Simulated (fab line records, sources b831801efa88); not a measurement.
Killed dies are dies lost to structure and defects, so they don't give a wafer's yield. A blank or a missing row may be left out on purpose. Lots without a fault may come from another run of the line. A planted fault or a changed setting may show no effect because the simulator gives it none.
One fault seen from 2 desks | flow gf180mcu | each desk has only its own numbers; what lay behind them comes last

THE TOOL OWNER'S DESK: plasma_asher-02
The tool's own readings at GF_VT_IMPLANT_STRIP_20 (strips in O2/N2): means of the sampled wafers that have a number, for each lot that ran on this tool. A lot is out of limits, marked OUT, if its mean lies more than 4 standard deviations from the usual mean; the brackets give that distance.
Columns: A = chamber_pressure_mTorr at GF_VT_IMPLANT_STRIP_20, usual 1499 mTorr; B = drypump_motor_current_A at GF_VT_IMPLANT_STRIP_20, usual 6.0 A; C = heater_power_w at GF_VT_IMPLANT_STRIP_20, usual 329 W; D = oes_product_au at GF_VT_IMPLANT_STRIP_20, usual 0.716 a.u.; E = platen_temp_c at GF_VT_IMPLANT_STRIP_20, usual 250.02 C; F = strip_time_to_endpoint_s at GF_VT_IMPLANT_STRIP_20, usual 12.64 s
lot  | first seen here | A    | B   | C   | D     | E      | F
L552 | day 7 06:02     | 1500 | 5.8 | 301 | 0.714 | 250.03 | 12.63
L566 | day 10 19:49    | 1499 | 6.0 | 307 | 0.716 | 249.88 | 12.66
L568 | day 11 16:34    | 1501 | 6.3 | 312 | 0.721 | 249.72 | 12.60
L571 | day 12 08:22    | 1500 | 5.7 | 301 | 0.717 | 249.79 | 12.65
This desk's finding: nothing out of limits on any of the 4 lots.

THE METROLOGY DESK
What the gauges read, lot by lot, whatever tool the lot ran on: means of the sampled wafers that have a number. A lot is out of limits, marked OUT, if its mean lies more than 4 standard deviations from the usual mean; the brackets give that distance.
Columns: A = VT_IMPLANT_3_TW at GF_VT_IMPLANT_TW_MEAS_32, usual 269.6; B = VT_IMPLANT_03_OVL at GF_VT_IMPLANT_OVL_MEAS_40, usual -0.8 nm; C = HV_LDD_01_OVL at GF_HV_LDD_OVL_MEAS_20, usual -1.3 nm
lot  | first seen here | A              | B    | C
L550 | day 7 10:29     | 271.7          | -2.0 | -0.5
L552 | day 7 22:08     | 272.3          | -1.9 | -0.9
L553 | day 8 07:10     | 266.6          | -1.3 | -0.2
L555 | day 8 17:45     | 274.5          | 0.9  | -1.2
L556 | day 9 02:44     | 29.9 (-96) OUT | -1.1 | -
L557 | day 9 08:43     | 30.2 (-96) OUT | 0.8  | -
L565 | day 11 11:15    | 268.5          | -1.0 | -2.7
L566 | day 11 14:53    | 269.2          | -1.6 | -1.0
L568 | day 12 12:02    | 269.3          | 0.5  | -0.7
L570 | day 12 20:52    | 268.1          | -0.2 | -2.4
L571 | day 13 04:22    | 271.7          | -0.8 | -2.1
This desk's finding: out of limits on L556, L557; first on L556, day 9 02:44 (VT_IMPLANT_3_TW at GF_VT_IMPLANT_TW_MEAS_32). In limits: L550, L552, L553, L555, L565, L566, L568, L570, L571.

PUT TOGETHER
The metrology desk could have raised an alarm at day 9 02:44, on L556, L557.
The tool owner's desk saw nothing out of limits.
The tool owner's desk has no number on record for L556, L557.
Of the lots named, all ran GF_VT_IMPLANT_STRIP_20 on plasma_asher-02.

WHAT THE SIMULATOR HAD PUT IN
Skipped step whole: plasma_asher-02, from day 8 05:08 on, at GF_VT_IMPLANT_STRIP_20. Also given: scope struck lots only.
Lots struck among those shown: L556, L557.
Hours from the fault's start to each desk's first reading out of limits: the metrology desk, 22.
